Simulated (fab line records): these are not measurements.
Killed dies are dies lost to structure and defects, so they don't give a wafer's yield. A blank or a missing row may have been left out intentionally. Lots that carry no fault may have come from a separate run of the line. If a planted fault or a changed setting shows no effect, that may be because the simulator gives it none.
Comparing a struck lot with a sound one || flow sky130 || 19 out of 708 route steps
Sound: these wafers, L170.1, L170.5, L170.6. The struck wafers were L182.1, L182.2, L182.6. At the end, the cause is stated.
Each step with rows lists, per side, the tool, then ch with its chambers, then its first start. Under that, the readings that differ: sound wafers || struck wafers || difference of the means || sigmas: that difference in standard deviations of wafers without a fault.
alike: same words and numbers on both sides, and readings whose means sit less than 2 such deviations apart. not compared: any withheld reading, any reading some wafer has no value for, any bound like >300 that may hide the same value, and any number with overlapping values for which the record gives no deviation.
The two part at a step that has a row with sigmas, a row that says differs or no value, or rows on one side only. Non-overlapping numbers with no deviation appear without sigmas and do not part them. A reading that every wafer of one side lacks parts them only if that side has two wafers or more.

first, 4 steps without rows for these wafers: SKY_METAL1_STRIP_21 (strips in post etch residue remover, time 1200 s); SKY_METAL1_CLEAN_22 (cleans in IPA, time 180 s); SKY_METAL1_CLEAN_23 (cleans in O3/DIW); SKY_VIA1_HDPCVD_00 (deposits SiO2, target thk 1030 nm, time 171.7 s).
SKY_VIA1_THK_MEAS_01:
  sound on film_metro-01, day 33 08:52; struck on film_metro-02, day 37 16:28
  alike: VIA1_HDPCVD_THK
SKY_VIA1_CMP_02: polishes SiO2.
  sound on cmp-02 ch 1,2, day 33 08:58; struck on cmp-01 ch 1,2,3, day 37 16:32
  alike: head_pressure_psi, motor_current_A
SKY_VIA1_BOW_MEAS_03:
  sound on film_metro-03, day 33 09:13; struck on film_metro-02, day 37 16:50
  alike: VIA1_BOW
then, 5 steps without rows for these wafers: SKY_VIA1_DEHYDRATE_04 (time 60 s); SKY_VIA1_HMDS_05 (prime time 60 s); SKY_VIA1_COAT_06 (resist thk 60 nm); SKY_VIA1_COAT_07 (resist thk 450 nm); SKY_VIA1_SOFTBAKE_08 (time 90 s).
SKY_VIA1_EXPOSE_09: exposes mask VIM, target cd 150 nm.
  sound on krf_scanner-02 ch 0, day 33 22:43; struck on krf_scanner-01 ch 0, day 38 05:58
  alike: mask
then, 2 steps without rows for these wafers: SKY_VIA1_PEB_10; SKY_VIA1_DEVELOP_11 (develop time 60 s).
SKY_VIA1_CD_MEAS_12: target cd 150 nm.
  sound on cd_sem-01, day 34 11:13; struck on cd_sem-02, day 38 18:49
{"reading": "cd_nm (nm)", "sound": "150.5 152.1 150.5", "struck": "7.3 7.2 6.5", "difference": -144.0, "sigmas": -80}
SKY_VIA1_OVL_MEAS_13:
  sound on overlay-02, day 34 11:20; struck on overlay-01, day 38 18:56
  alike: VIA1_OVL
SKY_VIA1_ETCH_14: etches BARC in N2/H2, stops on SiO2, time 45.9 s, target depth 60 nm.
  sound on rie_diel-04 ch 1,3, day 34 11:23; struck on rie_diel-02 ch 0,3, day 38 18:58
{"reading": "model.VIA1.cd_nm (nm)", "sound": "150.6 151.8 150.3", "struck": "6.6 8.039 6.833", "difference": -143.7, "sigmas": ""}
  alike: drypump_motor_current_A, oes_product_au, rf_fwd_power_W, throttle_valve_pct
  not compared: rf_hours_counter_h
SKY_VIA1_ETCH_15: etches SiO2 in C4F8/O2/Ar, stops on TiN, target depth 351 nm, time 54 s.
  sound on rie_diel-04 ch 1,3, day 34 11:25; struck on rie_diel-02 ch 0,3, day 38 19:00
  alike: oes_product_au, rf_fwd_power_W
  not compared: rf_hours_counter_h

== WHERE THEY PART ==
Only at SKY_VIA1_CD_MEAS_12, within this record. Later steps at which nothing parts them and some readings are alike: SKY_VIA1_OVL_MEAS_13, SKY_VIA1_ETCH_14, SKY_VIA1_ETCH_15.

WHY: whatever the simulator had introduced
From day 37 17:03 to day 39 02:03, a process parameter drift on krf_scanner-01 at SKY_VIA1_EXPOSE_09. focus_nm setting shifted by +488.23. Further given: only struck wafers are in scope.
